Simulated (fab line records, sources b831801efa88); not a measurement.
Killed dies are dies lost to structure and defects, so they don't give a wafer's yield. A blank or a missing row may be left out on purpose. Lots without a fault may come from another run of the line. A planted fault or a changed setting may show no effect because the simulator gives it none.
fab line records | flow gf180mcu
record lots=12 wafers=36 last_day=34
route steps=602 shown V1@361 M2@364 M3@424 V3@429
lots that met no fault: from a run of the same line without faults
start_h: hours from the record's first day to the start of the lot's first wafer shown | wait_h: hours since the lot's step before | " the same as in the row above | L1.1+2: a row that stands for several wafers | - no value, or no start given | * or withheld: withheld | < > ~ a bound
route shown NAME@n: a module of which the file shows steps, and the number in the route of the first | usual: mean/standard deviation of fault-free wafers | same: alike in all rows | chamber/n: place in a boat | sites: the reading at each site | _std_site: their standard deviation | _edge_site: outer sites' mean less inner sites' | radius_mm: how far each site lies from the wafer's centre | mask NAME#n: copy n | behind: the tool/chamber that last shaped the wafer | hold: why the lot was held/for how many hours/how that ended | device: the transistor (n, p or np) that didn't switch | end of line: the same wafers' tests at the end of the route | a step without rows: its recipe alone | killed: dies lost to structure and defects at the first sort, not the wafer's yield | map: a wafer's dies, x killed, . not, _ none there
set.NAME: the setting as run; set.NAME@STEP: as run at that earlier step | model.NAME: the simulator's own value behind a step, which no gauge read
steps of the route over a sample of lots; a table a step, a row a wafer
services: from which hour (start_h, from the record's first day; less than 0 if before it) a tool's chamber was out of use, for how many hours, and why
## steps
# step GF_V1_CMP_26
# recipe stop_on=SiO2 down_force_psi=3.5 platen_rpm=60 t_overpolish_s=15 target_thk_nm=0 pad_velocity_m_s=0.94248
# usual motor_current_A=11.0/0.94 overpolish_run_s=15.001/0.0092 slurry_filter_dp_kPa=13.49/0.13 time_to_endpoint_s=86/3.2
# same t_overpolish_s=15
# columns lot.wafer tool chamber start_h wait_h motor_current_A overpolish_run_s slurry_filter_dp_kPa time_to_endpoint_s
L205.3 cmp-01 2 416.71 0.1 10.8 15.005 13.35 85
L205.5 " 1 " " 9.5 14.995 13.54 85
L205.6 " 2 " " 10.8 15.008 13.44 86
L206.3 cmp-01 0 420.48 0.0 11.0 14.998 13.28 88
L206.2 " 1 " " 9.4 14.983 13.61 85
L206.5 " 0 " " 11.6 15.005 13.52 90
L207.4 cmp-01 0 437.28 0.1 11.7 15.011 13.23 84
L207.5 " 2 " " 11.4 14.995 13.68 84
L207.6 " 3 " " 11.1 15.004 13.62 81
L208.3 cmp-02 1 441.54 0.2 10.3 14.974 13.45 89
L208.6 " 2 " " 11.3 15.002 13.23 84
L208.5 " 3 " " 11.6 14.996 13.47 86
L209.1 cmp-01 3 452.88 0.6 11.2 14.989 13.66 83
L209.6 " 2 " " 11.7 15.010 13.64 89
L209.5 " 3 " " 11.1 15.005 13.51 83
L214.4 cmp-02 2 497.23 0.0 12.2 14.999 13.57 83
L214.1 " 1 " " 9.8 15.000 13.36 85
L214.6 " 2 " " 12.0 15.007 13.49 79
L218.3 cmp-01 1 531.64 0.0 9.6 14.999 13.36 85
L218.1 " 2 " " 10.7 15.015 13.71 91
L218.4 " 3 " " 11.7 15.004 13.33 81
L220.4 cmp-02 0 549.06 0.1 12.2 15.009 13.41 88
L220.3 " 1 " " 9.5 15.000 13.49 84
L220.6 " 2 " " 11.6 14.983 13.43 80
L221.3 cmp-01 2 554.46 0.0 10.5 15.003 13.45 87
L221.4 " 3 " " 12.5 14.996 13.61 85
L221.5 " 2 " " 11.0 14.999 13.58 91
L223.2 cmp-02 1 571.70 0.0 10.1 15.016 13.41 86
L223.3 " 3 " " 11.5 14.999 13.56 82
L223.5 " 2 " " 11.2 14.989 13.89 85
L225.1 cmp-01 0 585.71 0.1 11.3 14.999 13.63 89
L225.3 " 3 " " 11.0 14.993 13.59 80
L225.5 " 0 " " 11.1 15.028 13.54 90
L227.1 cmp-01 3 601.78 0.1 11.1 15.005 13.65 85
L227.3 " 0 " " 11.0 15.009 13.50 87
L227.5 " 3 " " 12.4 14.995 13.55 83
# step GF_M2_SPUTTER_02
# recipe material=AlCu target_thk_nm=450 power_w=10600 time_s=23.9 chamber_pressure_pa=0.4
# usual throttle_valve_pct=30.2/1.2
# columns lot.wafer tool chamber start_h wait_h throttle_valve_pct
L205.3 pvd_sputter-03 - 417.09 0.0 32.6
L205.5 " - " " 29.0
L205.6 " - " " 30.7
L206.2 pvd_sputter-03 - 420.91 0.0 28.8
L206.3 " - " " 32.3
L206.5 " - " " 30.3
L207.4 pvd_sputter-02 - 437.61 0.0 29.8
L207.5 " - " " 31.1
L207.6 " - " " 30.3
L208.3 pvd_sputter-03 - 441.82 0.0 29.2
L208.5 " - " " 30.5
L208.6 " - " " 28.9
L209.1 pvd_sputter-03 - 453.26 0.0 32.4
L209.5 " - " " 30.7
L209.6 " - " " 32.6
L214.1 pvd_sputter-03 - 497.66 0.0 32.7
L214.4 " - " " 30.6
L214.6 " - " " 29.0
L218.1 pvd_sputter-04 - 532.07 0.0 31.5
L218.3 " - " " 29.1
L218.4 " - " " 28.3
L220.3 pvd_sputter-02 - 549.39 0.0 29.9
L220.4 " - " " 31.1
L220.6 " - " " 30.3
L221.3 pvd_sputter-03 - 554.89 0.0 28.9
L221.4 " - " " 29.0
L221.5 " - " " 32.8
L223.2 pvd_sputter-02 - 572.13 0.0 31.1
L223.3 " - " " 29.7
L223.5 " - " " 30.7
L225.1 pvd_sputter-03 - 586.14 0.0 30.5
L225.3 " - " " 32.3
L225.5 " - " " 30.7
L227.1 pvd_sputter-02 - 602.16 0.0 30.7
L227.3 " - " " 31.3
L227.5 " - " " 30.1
# step GF_M3_OVL_MEAS_15
# usual M3_OVL=-1/6.3
# columns lot.wafer tool chamber start_h wait_h M3_OVL[nm]
L205.3 overlay-01 - 492.87 0.1 -4
L205.5 " - " " 3
L205.6 " - " " 0
L206.2 overlay-02 - 497.70 0.1 -5
L206.3 " - " " -9
L206.5 " - " " -6
L207.4 overlay-01 - 513.69 0.1 -2
L207.5 " - " " -9
L207.6 " - " " 3
L208.3 overlay-01 - 517.28 0.1 -1
L208.5 " - " " 1
L208.6 " - " " 0
L209.1 overlay-02 - 527.19 0.1 10
L209.5 " - " " -1
L209.6 " - " " 4
L214.1 overlay-02 - 569.57 0.1 -10
L214.4 " - " " -1
L214.6 " - " " -3
L218.1 overlay-02 - 601.67 0.1 -3
L218.3 " - " " -1
L218.4 " - " " 2
L220.3 overlay-02 - 618.47 0.1 4
L220.4 " - " " 5
L220.6 " - " " 4
L221.3 overlay-02 - 622.96 0.1 0
L221.4 " - " " -12
L221.5 " - " " -6
L223.2 overlay-02 - 639.08 0.1 -9
L223.3 " - " " -2
L223.5 " - " " 3
L225.1 overlay-02 - 651.32 0.1 0
L225.3 " - " " 1
L225.5 " - " " -1
L227.1 overlay-01 - 666.50 0.1 8
L227.3 " - " " 6
L227.5 " - " " 5
# step GF_V3_CVD_00
# recipe material=SiO2 target_thk_nm=600 sigma_open_frac=0.3 temp_c=400 time_s=100 sih4_flow_sccm=60 pressure_mtorr=6
# usual sih4_flow_sccm=59.99/0.18 susceptor_temp_C=399.98/0.22
# columns lot.wafer tool chamber start_h wait_h sih4_flow_sccm susceptor_temp_C
L205.3 hdpcvd-02 2 493.58 0.0 59.63 399.74
L205.5 " 0 " " 60.22 399.65
L205.6 " 2 " " 59.71 399.94
L206.2 hdpcvd-02 2 498.41 0.0 60.18 399.68
L206.3 " 0 " " 60.02 399.59
L206.5 " 2 " " 60.17 399.63
L207.4 hdpcvd-01 1 514.40 0.0 59.88 399.89
L207.5 " 0 " " 59.97 400.27
L207.6 " 2 " " 59.44 400.06
L208.3 hdpcvd-02 1 517.95 0.0 60.10 399.99
L208.5 " 2 " " 60.13 399.71
L208.6 " 0 " " 59.88 399.87
L209.1 hdpcvd-01 1 527.88 0.0 60.06 400.21
L209.5 " 1 " " 59.82 400.34
L209.6 " 0 " " 60.06 399.72
L214.1 hdpcvd-02 0 570.39 0.0 59.84 400.17
L214.4 " 0 " " 59.85 399.80
L214.6 " 2 " " 59.84 400.00
L218.1 hdpcvd-01 1 602.35 0.0 60.08 399.85
L218.3 " 0 " " 90.27 400.16
L218.4 " 0 " " 90.19 399.91
L220.3 hdpcvd-01 2 619.13 0.0 59.87 399.73
L220.4 " 0 " " 90.03 400.14
L220.6 " 1 " " 60.12 400.37
L221.3 hdpcvd-01 0 623.63 0.0 90.08 399.80
L221.4 " 1 " " 60.23 399.69
L221.5 " 2 " " 60.02 400.00
L223.2 hdpcvd-02 2 639.75 0.0 59.83 399.90
L223.3 " 0 " " 59.87 399.88
L223.5 " 2 " " 59.80 399.99
L225.1 hdpcvd-02 2 652.11 0.0 60.02 400.19
L225.3 " 1 " " 60.01 400.00
L225.5 " 1 " " 60.06 399.68
L227.1 hdpcvd-02 1 667.22 0.0 60.04 399.97
L227.3 " 2 " " 59.91 400.42
L227.5 " 0 " " 60.22 400.01
# step GF_V3_THK_MEAS_01
# recipe reads=SiO2_of_V3_CVD_00
# usual V3_CVD_00_THK=596/6.5
# columns lot.wafer tool chamber start_h wait_h V3_CVD_00_THK[nm]
L205.3 film_metro-03 - 493.68 0.1 601
L205.5 " - " " 604
L205.6 " - " " 600
L206.2 film_metro-01 - 498.49 0.0 591
L206.3 " - " " 591
L206.5 " - " " 600
L207.4 film_metro-01 - 514.46 0.0 596
L207.5 " - " " 598
L207.6 " - " " 598
L208.3 film_metro-02 - 518.04 0.1 605
L208.5 " - " " 601
L208.6 " - " " 598
L209.1 film_metro-01 - 527.95 0.0 594
L209.5 " - " " 595
L209.6 " - " " 594
L214.1 film_metro-02 - 570.47 0.0 586
L214.4 " - " " 588
L214.6 " - " " 596
L218.1 film_metro-03 - 602.42 0.0 601
L218.3 " - " " 892
L218.4 " - " " 888
L220.3 film_metro-01 - 619.23 0.1 593
L220.4 " - " " 879
L220.6 " - " " 593
L221.3 film_metro-02 - 623.73 0.1 892
L221.4 " - " " 599
L221.5 " - " " 596
L223.2 film_metro-01 - 639.84 0.0 584
L223.3 " - " " 579
L223.5 " - " " 585
L225.1 film_metro-02 - 652.18 0.0 590
L225.3 " - " " 602
L225.5 " - " " 603
L227.1 film_metro-01 - 667.29 0.0 588
L227.3 " - " " 588
L227.5 " - " " 586
## services
# columns tool chamber start_h hours kind
cmp-01 - 395.77 0.5 repair
cmp-02 - 404.23 4.0 pm
cmp-02 - 412.88 5.5 pm
hdpcvd-01 0 428.36 9.3 repair
cmp-01 - 451.21 1.6 repair
cmp-02 - 452.13 1.8 repair
cmp-01 - 458.10 6.6 pm
pvd_sputter-02 - 461.60 0.9 repair
pvd_sputter-02 - 464.77 1.8 repair
hdpcvd-02 - 466.07 2.8 pm
cmp-02 - 481.14 2.1 repair
cmp-01 - 504.83 0.3 repair
hdpcvd-01 - 509.77 2.8 pm
pvd_sputter-03 - 517.52 0.5 repair
pvd_sputter-03 - 518.79 0.5 repair
pvd_sputter-03 - 524.00 1.7 repair
pvd_sputter-03 - 535.88 3.1 repair
hdpcvd-01 - 539.25 15.0 pm
hdpcvd-01 0 557.78 5.1 repair
cmp-01 - 572.00 4.0 pm
cmp-01 - 591.56 1.3 repair
cmp-01 - 618.59 0.9 repair
cmp-01 - 622.79 0.5 repair
pvd_sputter-03 - 662.12 2.0 repair
## key
first_sign step=GF_V3_CVD_00 reading=sih4_flow_sccm direction=up sigmas=99+ usual=59.99 struck=90.14
effect step=GF_V3_THK_MEAS_01 reading=V3_CVD_00_THK direction=up sigmas=45 usual=596 struck=888
met_at GF_V3_CVD_00
struck_lots L218,L220,L221
struck_wafers L218.3,L218.4,L220.4,L221.3
not_acting_at GF_V1_CMP_26,GF_M2_SPUTTER_02,GF_M3_OVL_MEAS_15
onset_between 527.88 602.35
fault kind=process_parameter_drift tool=hdpcvd-01 chamber=0 onset_h=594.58 steps=GF_V3_CVD_00 channel=sih4_flow_sccm offset=30 shape=step end_h=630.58 acts_in=these_recipes_only stated=60
